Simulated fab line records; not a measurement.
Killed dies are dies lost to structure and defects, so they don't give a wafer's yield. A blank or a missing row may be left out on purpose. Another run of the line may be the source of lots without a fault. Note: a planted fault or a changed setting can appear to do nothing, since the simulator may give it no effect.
Comparing a struck lot with a sound one -- flow sky130 -- 13 steps out of a route of 708
Sound: these wafers, L929.3, L929.5, L929.6. Wafers struck: L918.1, L918.4, L918.6. Last of all comes the cause.
For every step that has rows: the tool of each side, followed by ch and its chambers, followed by its first start. Under that, the readings that differ: sound wafers -- struck wafers -- difference of the means -- sigmas: that difference in standard deviations of wafers without a fault.
alike: a reading whose means differ by less than 2 such deviations, as well as words and numbers matching on both sides. not compared: withheld readings; readings where some wafer has no value; bounds like >300 that might hide an equal value; numbers whose values overlap and for which the record gives no deviation.
The two part at a step that has a row with sigmas, a row that says differs or no value, or rows on one side only. Numbers that have no deviation but don't overlap get no sigmas and don't part them. Lack of a reading on every wafer of one side parts them only where that side has two or more wafers.

SKY_FIELD_ISO_BOW_MEAS_00:
  sound on film metro-02, day 4 13:02; struck on film metro-01, day 2 06:00
  alike: INCOMING_BOW
then, 1 step without rows for these wafers: SKY_FIELD_ISO_OXIDATION_01 (stabilise 600 s, purge 300 s, target thk 12 nm).
SKY_FIELD_ISO_THK_MEAS_02:
  sound on film metro-02, day 4 15:08; struck on film metro-01, day 2 10:31
reading,sound,struck,difference,sigmas
FIELD_ISO_OXIDATION_00_THK (nm),11.84 11.74 11.90,12.26 12.12 12.10,+0.33,+2
then, 1 step without rows for these wafers: SKY_FIELD_ISO_CVD_03 (deposits Si3N4 from DCS/NH3, target thk 165 nm, time 2830 s).
SKY_FIELD_ISO_THK_MEAS_04:
  sound on film metro-01, day 4 18:43; struck on film metro-04, day 2 12:22
  alike: FIELD_ISO_CVD_03_THK
then, 6 steps without rows for these wafers: SKY_FIELD_ISO_DEHYDRATE_05 (time 60 s); SKY_FIELD_ISO_HMDS_06 (prime time 60 s); SKY_FIELD_ISO_COAT_07 (resist thk 60 nm); SKY_FIELD_ISO_COAT_08 (resist thk 450 nm); SKY_FIELD_ISO_SOFTBAKE_09 (time 90 s); SKY_FIELD_ISO_EXPOSE_10 (exposes mask FOM, target cd 150 nm).
SKY_FIELD_ISO_PEB_11:
  struck on litho track-01, day 3 02:00; sound on litho track-04 ch 0, day 5 11:00
reading,sound,struck,difference,sigmas
exhaust pa (Pa),46.2 44.5 43.6,- - -,no value on the struck wafers,
  not compared: chill plate temp C
then, 1 step without rows for these wafers: SKY_FIELD_ISO_DEVELOP_12 (develop time 60 s).

== WHERE THEY PART ==
At SKY_FIELD_ISO_THK_MEAS_02 first; at SKY_FIELD_ISO_PEB_11 last (within this record only).

WHY: what had been put in by the simulator
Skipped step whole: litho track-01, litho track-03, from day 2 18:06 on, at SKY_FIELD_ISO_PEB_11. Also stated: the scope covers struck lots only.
